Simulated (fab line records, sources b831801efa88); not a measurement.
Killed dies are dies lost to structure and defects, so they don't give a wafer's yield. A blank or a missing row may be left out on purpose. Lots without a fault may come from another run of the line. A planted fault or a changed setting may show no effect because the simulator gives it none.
Split-lot experiment | flow gf180mcu | 5 lots, 23 wafers read, on a route of 602 steps

THE SPLIT
At GF_NWELL_IMPLANT_09, the setting energy_kev was moved away from the recipe's 160 on 5 of the 23 wafers read, by -8.4% to -3.9%. The other wafers ran this setting at the recipe's value.

The reading is taken at the split's own step.

THE READING
implant.drp_nm (the simulator's own value, which no gauge read), in nm, at GF_NWELL_IMPLANT_09. The file gives no usual value for it.

wafer  | tool, chamber at the split | energy_kev as run | against the recipe | implant.drp_nm, nm | against lot-mates on the recipe
L074.1 | implanter-03, 0            | 160               | recipe             | 65.9               | -
L074.5 | implanter-03, 0            | 160               | recipe             | 65.9               | -
L074.2 | implanter-03, 0            | 146.6             | -8.4%              | 61.69              | -4.21
L074.3 | implanter-03, 0            | 146.6             | -8.4%              | 61.69              | -4.21
L074.6 | implanter-03, 0            | 146.6             | -8.4%              | 61.69              | -4.21
L077.2 | implanter-03, 0            | 160               | recipe             | 65.9               | -
L077.3 | implanter-03, 0            | 160               | recipe             | 65.9               | -
L077.4 | implanter-03, 0            | 160               | recipe             | 65.9               | -
L077.5 | implanter-03, 0            | 160               | recipe             | 65.9               | -
L077.6 | implanter-03, 0            | 160               | recipe             | 65.9               | -
L079.1 | implanter-03, 0            | 153.7             | -3.9%              | 63.97              | -1.93
L079.4 | implanter-03, 0            | 153.7             | -3.9%              | 63.97              | -1.93
L079.2 | implanter-03, 0            | 160               | recipe             | 65.9               | -
L079.3 | implanter-03, 0            | 160               | recipe             | 65.9               | -
L079.5 | implanter-03, 0            | 160               | recipe             | 65.9               | -
L080.1 | implanter-03, 0            | 160               | recipe             | 65.9               | -
L080.2 | implanter-03, 0            | 160               | recipe             | 65.9               | -
L080.3 | implanter-03, 0            | 160               | recipe             | 65.9               | -
L080.4 | implanter-03, 0            | 160               | recipe             | 65.9               | -
L080.6 | implanter-03, 0            | 160               | recipe             | 65.9               | -
L082.1 | implanter-02, 0            | 160               | recipe             | 65.9               | -
L082.3 | implanter-02, 0            | 160               | recipe             | 65.9               | -
L082.5 | implanter-02, 0            | 160               | recipe             | 65.9               | -

THE FIT
A straight line over all 23 wafers: implant.drp_nm changes by +0.501 nm for each +1% of energy_kev; r = +1.00; the points scatter about the line by 0.014 nm.
The same after taking each lot's own level away (the mean of its wafers on the recipe; 23 wafers): +0.501 nm for each +1%; r = +1.00; scatter 0.014 nm.
On that fit, the largest move of energy_kev shifts the reading by 4.2 nm.
The lots' own levels span 65.900 to 65.900 nm.
So the lot-to-lot level changes the slope little: the two slopes agree.
Check: with one of the wafers moved furthest among these (-8.4%) left out of the fit, the line predicts -4.19 nm for it against its lot-mates. It came out at -4.21 nm against them.

OTHER SPLITS ON THESE WAFERS
These wafers also went through other splits before the reading. Each is held against what the fit with the lots' levels taken away leaves over:
other split on the same wafers  | wafers away from the commonest value | r with implant.drp_nm (lot level and that fit taken away)
GF_STI_COAT_07 resist_thk_nm    | 6                                    | +0.31
GF_STI_SOFTBAKE_08 temp_c       | 8                                    | -0.35
GF_DNWELL_COAT_02 resist_thk_nm | 7                                    | +0.36
GF_NWELL_COAT_02 spin_rpm       | 7                                    | -0.01

THE WHOLE CHAIN: every reading that the file lists as answering this split, in the file's order
step                | what it does | reading                                                         | change (the file's fit)             | r (the file's)
GF_NWELL_IMPLANT_09 |              | implant.rp_nm (the simulator's own value, which no gauge read)  | +2.1 nm for each +1% of the setting | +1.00
GF_NWELL_IMPLANT_09 |              | implant.drp_nm (the simulator's own value, which no gauge read) | +0.5 nm for each +1% of the setting | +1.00

THE FILE'S OWN FIT
implant.drp_nm changes by +0.5 nm for each +1% of energy_kev, r = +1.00.
